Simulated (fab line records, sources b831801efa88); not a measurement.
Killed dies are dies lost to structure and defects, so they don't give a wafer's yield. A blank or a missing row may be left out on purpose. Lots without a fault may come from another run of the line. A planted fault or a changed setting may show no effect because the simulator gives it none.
fab line records | flow gf180mcu
record lots=13 wafers=37 last_day=34
route steps=602 shown DUAL_GATE@144 POLY_GATE@174 HV_LDD@212
lots that met no fault: from a run of the same line without faults
start_h: hours from the record's first day to the start of the lot's first wafer shown | wait_h: hours since the lot's step before | " the same as in the row above | L1.1+2: a row that stands for several wafers | - no value, or no start given | * or withheld: withheld | < > ~ a bound
route shown NAME@n: a module of which the file shows steps, and the number in the route of the first | usual: mean/standard deviation of fault-free wafers | same: alike in all rows | chamber/n: place in a boat | sites: the reading at each site | _std_site: their standard deviation | _edge_site: outer sites' mean less inner sites' | radius_mm: how far each site lies from the wafer's centre | mask NAME#n: copy n | behind: the tool/chamber that last shaped the wafer | hold: why the lot was held/for how many hours/how that ended | device: the transistor (n, p or np) that didn't switch | end of line: the same wafers' tests at the end of the route | a step without rows: its recipe alone | killed: dies lost to structure and defects at the first sort, not the wafer's yield | map: a wafer's dies, x killed, . not, _ none there
set.NAME: the setting as run; set.NAME@STEP: as run at that earlier step | model.NAME: the simulator's own value behind a step, which no gauge read
steps of the route over a sample of lots; a table a step, a row a wafer
services: from which hour (start_h, from the record's first day; less than 0 if before it) a tool's chamber was out of use, for how many hours, and why
## steps
# step GF_DUAL_GATE_THK_MEAS_03
# recipe reads=SiO2_of_DUAL_GATE_OXIDATION_02
# usual DUAL_GATE_OXIDATION_00_THK=10.96/0.19
# columns lot.wafer tool chamber start_h wait_h DUAL_GATE_OXIDATION_00_THK[nm]
L834.1 film_metro-03 - 162.02 0.0 10.93
L834.2 " - " " 10.99
L834.5 " - " " 11.04
L835.1 film_metro-02 - 165.08 0.0 10.95
L835.4 " - " " 11.05
L835.6 " - " " 11.06
L837.5 film_metro-03 - 180.49 0.0 10.96
L837.6 " - " " 10.97
L838.1 film_metro-04 - 191.58 0.0 10.94
L838.5 " - " " 10.85
L838.6 " - " " 10.72
L839.2 film_metro-02 - 195.04 0.0 10.88
L839.5 " - " " 10.92
L847.2 film_metro-03 - 245.25 0.0 11.23
L847.4 " - " " 11.03
L847.5 " - " " 11.12
L849.2 film_metro-02 - 257.98 0.0 10.77
L849.3 " - " " 10.75
L849.5 " - " " 10.84
L850.1 film_metro-04 - 264.54 0.0 10.63
L850.3 " - " " 10.75
L850.6 " - " " 10.82
L852.1 film_metro-03 - 293.03 0.0 10.91
L852.3 " - " " 10.96
L852.6 " - " " 11.10
L853.1 film_metro-03 - 299.25 0.0 11.16
L853.2 " - " " 11.18
L853.3 " - " " 10.98
L854.1 film_metro-03 - 301.82 0.0 10.98
L854.2 " - " " 10.89
L854.3 " - " " 10.74
L855.4 film_metro-02 - 304.81 0.0 10.73
L855.5 " - " " 10.71
L855.6 " - " " 10.82
L856.1 film_metro-03 - 313.39 0.0 10.96
L856.5 " - " " 10.79
L856.6 " - " " 10.89
# step GF_DUAL_GATE_STRIP_13
# recipe chemistry=O2/N2 power_w=1400 pressure_mtorr=1500 platen_temp_c=250 o2_flow_sccm=3000 n2_flow_sccm=300 overash_fraction=0.5
# usual drypump_motor_current_A=5.43/0.29 heater_power_w=331/18 oes_product_au=0.716/0.0044 strip_time_to_endpoint_s=12.60/0.035
# columns lot.wafer tool chamber start_h wait_h drypump_motor_current_A heater_power_w oes_product_au rf_hours_counter_h strip_time_to_endpoint_s
L834.1 plasma_asher-04 1 178.41 0.0 5.80 320 0.718 55 12.58
L834.2 " 0 " " 5.34 324 0.715 55 12.57
L834.5 " 1 " " 5.78 321 0.721 - 12.57
L835.1 plasma_asher-02 0 181.36 0.0 5.59 351 0.708 6 12.62
L835.4 " 1 " " 5.01 306 0.711 - 12.60
L835.6 " 1 " " 5.04 315 0.718 - 12.64
L837.5 plasma_asher-02 0 197.10 0.1 5.57 360 0.713 - 12.64
L837.6 " 1 " " 5.01 316 0.709 - 12.62
L838.1 plasma_asher-03 1 208.25 0.0 5.26 333 0.712 41 12.62
L838.5 " 1 " " 5.26 333 0.719 - 12.54
L838.6 " 0 " " 5.83 334 0.717 - 12.57
L839.2 plasma_asher-02 1 212.58 0.0 5.01 313 0.709 10 12.59
L839.5 " 1 " " 5.01 309 0.710 - 12.60
L847.2 plasma_asher-02 1 264.04 0.0 5.02 302 0.723 15 12.58
L847.4 " 1 " " 5.02 321 0.706 - 12.55
L847.5 " 0 " " 5.60 356 0.716 - 12.55
L849.2 plasma_asher-02 1 276.48 0.0 5.01 312 0.713 16 12.54
L849.3 " 1 " " 5.01 308 0.713 - 12.59
L849.5 " 1 " " 5.01 318 0.720 - 12.57
L850.1 plasma_asher-03 0 283.40 0.0 5.85 343 0.704 48 12.62
L850.3 " 1 " " 5.26 330 0.716 - 12.60
L850.6 " 1 " " 5.24 330 0.714 - 12.60
L852.1 plasma_asher-02 1 313.18 0.0 5.03 322 0.719 21 12.61
L852.3 " 0 " " 5.59 370 0.722 - 12.66
L852.6 " 0 " " 5.60 354 0.715 - 12.58
L853.1 plasma_asher-02 0 319.26 0.0 5.60 354 0.722 22 12.61
L853.2 " 1 " " 5.02 312 0.716 22 12.57
L853.3 " 0 " " 5.58 355 0.726 - 12.56
L854.1 plasma_asher-04 1 322.13 0.0 5.75 320 0.716 72 12.58
L854.2 " 0 " " 5.34 333 0.715 72 12.53
L854.3 " 0 " " 5.35 324 0.714 - 12.57
L855.4 plasma_asher-03 0 325.26 0.0 5.83 335 0.714 - 12.67
L855.5 " 1 " " 5.25 323 0.714 - 12.62
L855.6 " 0 " " 5.85 341 0.716 - 12.64
L856.1 plasma_asher-02 1 333.65 0.0 5.02 309 0.724 23 12.60
L856.5 " 1 " " 5.02 317 0.717 - 12.55
L856.6 " 0 " " 5.60 359 0.713 - 12.56
# step GF_POLY_GATE_THK_MEAS_17
# recipe reads=SiO2_of_POLY_GATE_OXIDATION_16
# usual POLY_GATE_OXIDATION_THK=3.99/0.086
# columns lot.wafer tool chamber start_h wait_h POLY_GATE_OXIDATION_THK[nm]
L834.1 film_metro-02 - 201.63 0.0 4.04
L834.2 " - " " 3.93
L834.5 " - " " 3.96
L835.1 film_metro-02 - 203.10 0.0 3.89
L835.4 " - " " 3.96
L835.6 " - " " 3.96
L837.5 film_metro-01 - 220.02 0.0 4.00
L837.6 " - " " 3.97
L838.1 film_metro-01 - 230.37 0.0 4.02
L838.5 " - " " 3.92
L838.6 " - " " 3.91
L839.2 film_metro-02 - 236.15 0.0 4.15
L839.5 " - " " 4.17
L847.2 film_metro-03 - 289.80 0.0 3.90
L847.4 " - " " 3.89
L847.5 " - " " 4.01
L849.2 film_metro-03 - 302.78 0.0 3.82
L849.3 " - " " 3.83
L849.5 " - " " 3.88
L850.1 film_metro-02 - 310.17 0.0 3.98
L850.3 " - " " 3.97
L850.6 " - " " 3.98
L852.1 film_metro-01 - 339.23 0.0 4.04
L852.3 " - " " 4.01
L852.6 " - " " 3.96
L853.1 film_metro-01 - 348.19 0.0 4.03
L853.2 " - " " 4.01
L853.3 " - " " 4.09
L854.1 film_metro-01 - 352.21 0.0 4.01
L854.2 " - " " 4.02
L854.3 " - " " 4.04
L855.4 film_metro-02 - 354.63 0.0 4.05
L855.5 " - " " 4.00
L855.6 " - " " 3.98
L856.1 film_metro-01 - 359.92 0.0 3.86
L856.5 " - " " 3.88
L856.6 " - " " 3.85
# step GF_HV_LDD_IMPLANT_36
# recipe species=P energy_kev=60 dose_cm2=7.5e+12 tilt_deg=30 rotation_deg=270
# usual beam_energy_keV=60.000/0.021 beam_on_s=9.95/0.21 faraday_current_uA=42.5/0.9
# columns lot.wafer tool chamber start_h wait_h beam_energy_keV beam_on_s faraday_current_uA
L834.1 implanter-04 0 255.72 0.1 60.075 9.78 43.3
L834.2 " 0 " " 60.019 10.28 41.1
L834.5 " 0 " " 59.986 9.41 44.7
L835.1 implanter-04 0 257.87 0.1 59.984 10.20 41.5
L835.4 " 0 " " 60.029 9.69 43.6
L835.6 " 0 " " 60.024 9.78 43.0
L837.5 implanter-04 0 275.37 0.1 59.995 14.26 29.8
L837.6 " 0 " " 59.979 10.15 41.5
L838.1 implanter-04 0 287.29 0.1 59.988 9.99 42.7
L838.5 " 0 " " 59.966 14.42 29.4
L838.6 " 0 " " 59.977 10.35 41.0
L839.2 implanter-04 0 292.74 0.1 60.017 13.99 30.4
L839.5 " 0 " " 60.006 13.63 31.0
L847.2 implanter-04 0 354.19 0.1 59.997 9.80 43.4
L847.4 " 0 " " 59.987 10.14 41.7
L847.5 " 0 " " 60.003 10.03 42.0
L849.2 implanter-04 0 366.94 0.1 60.011 9.97 42.3
L849.3 " 0 " " 59.967 10.06 42.1
L849.5 " 0 " " 59.980 10.04 42.2
L850.1 implanter-02 0 376.22 0.1 59.993 9.75 43.4
L850.3 " 0 " " 60.005 9.83 43.4
L850.6 " 0 " " 59.979 9.93 42.4
L852.1 implanter-02 0 408.49 0.1 59.996 10.22 41.5
L852.3 " 0 " " 60.006 10.10 41.8
L852.6 " 0 " " 59.989 10.32 40.8
L853.1 implanter-04 0 418.37 0.1 59.986 10.17 41.7
L853.2 " 0 " " 59.994 10.09 42.1
L853.3 " 0 " " 60.021 10.06 42.1
L854.1 implanter-04 0 421.94 0.1 59.987 9.92 42.9
L854.2 " 0 " " 60.017 10.19 41.3
L854.3 " 0 " " 59.981 10.11 41.9
L855.4 implanter-04 0 424.89 0.1 60.002 9.87 42.8
L855.5 " 0 " " 60.021 10.07 42.1
L855.6 " 0 " " 60.005 10.02 42.1
L856.1 implanter-02 0 430.49 0.1 60.043 9.94 42.5
L856.5 " 0 " " 60.023 9.78 43.6
L856.6 " 0 " " 60.027 9.66 43.6
# step GF_HV_LDD_TW_MEAS_38
# usual HV_LDD_3_TW=1439/9.6
# columns lot.wafer tool chamber start_h wait_h HV_LDD_3_TW
L834.1 film_metro-04 - 255.97 0.1 1443
L834.2 " - " " 1450
L834.5 " - " " 1448
L835.1 film_metro-01 - 258.12 0.1 1439
L835.4 " - " " 1431
L835.6 " - " " 1432
L837.5 film_metro-02 - 275.56 0.0 1479
L837.6 " - " " 1435
L838.1 film_metro-01 - 287.54 0.1 1428
L838.5 " - " " 1472
L838.6 " - " " 1430
L839.2 film_metro-04 - 292.98 0.1 1503
L839.5 " - " " 1510
L847.2 film_metro-02 - 354.43 0.1 1438
L847.4 " - " " 1448
L847.5 " - " " 1444
L849.2 film_metro-02 - 367.18 0.1 1442
L849.3 " - " " 1444
L849.5 " - " " 1435
L850.1 film_metro-01 - 376.47 0.1 1439
L850.3 " - " " 1436
L850.6 " - " " 1426
L852.1 film_metro-04 - 408.74 0.1 1449
L852.3 " - " " 1457
L852.6 " - " " 1448
L853.1 film_metro-02 - 418.63 0.1 1433
L853.2 " - " " 1436
L853.3 " - " " 1426
L854.1 film_metro-01 - 422.19 0.1 1439
L854.2 " - " " 1421
L854.3 " - " " 1430
L855.4 film_metro-01 - 425.09 0.1 1431
L855.5 " - " " 1427
L855.6 " - " " 1430
L856.1 film_metro-02 - 430.74 0.1 1442
L856.5 " - " " 1437
L856.6 " - " " 1431
# step GF_HV_LDD_RS_MEAS_53
# recipe thk_meas_gauge=four-point-probe
# usual HV_LDD_RS=418.3/0.91
# columns lot.wafer tool chamber start_h wait_h HV_LDD_RS[ohm/sq]
L834.1 film_metro-02 - 274.94 0.1 419.5
L834.2 " - " " 418.5
L834.5 " - " " 419.3
L835.1 film_metro-01 - 277.24 0.1 417.5
L835.4 " - " " 416.9
L835.6 " - " " 416.5
L837.5 film_metro-01 - 295.58 0.1 410.2
L837.6 " - " " 417.8
L838.1 film_metro-02 - 308.14 0.1 418.1
L838.5 " - " " 410.5
L838.6 " - " " 418.2
L839.2 film_metro-02 - 312.91 0.1 410.7
L839.5 " - " " 410.2
L847.2 film_metro-04 - 377.11 0.1 418.1
L847.4 " - " " 418.8
L847.5 " - " " 417.7
L849.2 film_metro-04 - 390.35 0.1 419.8
L849.3 " - " " 419.9
L849.5 " - " " 419.4
L850.1 film_metro-02 - 399.97 0.1 418.4
L850.3 " - " " 419.7
L850.6 " - " " 419.1
L852.1 film_metro-04 - 433.34 0.1 417.4
L852.3 " - " " 418.7
L852.6 " - " " 418.5
L853.1 film_metro-04 - 443.29 0.1 418.3
L853.2 " - " " 419.2
L853.3 " - " " 419.8
L854.1 film_metro-01 - 446.12 0.1 417.4
L854.2 " - " " 417.7
L854.3 " - " " 417.7
L855.4 film_metro-01 - 450.85 0.1 418.2
L855.5 " - " " 418.7
L855.6 " - " " 416.9
L856.1 film_metro-04 - 455.50 0.1 417.5
L856.5 " - " " 417.4
L856.6 " - " " 417.4
## services
# columns tool chamber start_h hours kind
implanter-02 - 183.71 3.6 repair
implanter-02 - 278.58 4.7 repair
plasma_asher-03 - 301.41 13.2 pm
plasma_asher-03 - 374.55 14.6 pm
plasma_asher-02 - 404.19 2.8 pm
plasma_asher-02 - 415.67 1.5 repair
plasma_asher-04 - 421.25 9.0 pm
plasma_asher-04 0 421.25 9.0 vent_cycle
plasma_asher-04 1 421.25 9.0 vent_cycle
implanter-04 - 426.54 4.0 repair
plasma_asher-04 - 430.25 7.2 pm
plasma_asher-04 0 430.25 - clean
plasma_asher-04 1 430.25 - clean
## key
first_sign step=GF_HV_LDD_IMPLANT_36 reading=beam_on_s direction=up sigmas=19 usual=9.95 struck=14.08
effect step=GF_HV_LDD_IMPLANT_36 reading=faraday_current_uA direction=down sigmas=14 usual=42.5 struck=30.1
effect step=GF_HV_LDD_TW_MEAS_38 reading=HV_LDD_3_TW direction=up sigmas=5.5 usual=1439 struck=1491
effect step=GF_HV_LDD_RS_MEAS_53 reading=HV_LDD_RS direction=down sigmas=8.7 usual=418.3 struck=410.4
met_at GF_HV_LDD_IMPLANT_36
struck_lots L837,L838,L839
struck_wafers L837.5,L838.5,L839.2,L839.5
tester_left_out L837,L838,L839
not_acting_at GF_DUAL_GATE_THK_MEAS_03,GF_DUAL_GATE_STRIP_13,GF_POLY_GATE_THK_MEAS_17
onset_between 257.87 275.37
fault kind=process_parameter_drift tool=implanter-04 chamber=- onset_h=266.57 steps=GF_HV_LDD_IMPLANT_36 channel=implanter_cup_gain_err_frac offset=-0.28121 shape=step end_h=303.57 scope=struck_wafers_only
# tester_left_out: of these lots the tester's yield and bins aren't shown, on N5 and GAA mostly nor the transistor test; their killed dies are dies lost to structure and defects alone, not to doping, threshold or leakage, so they don't give the yield
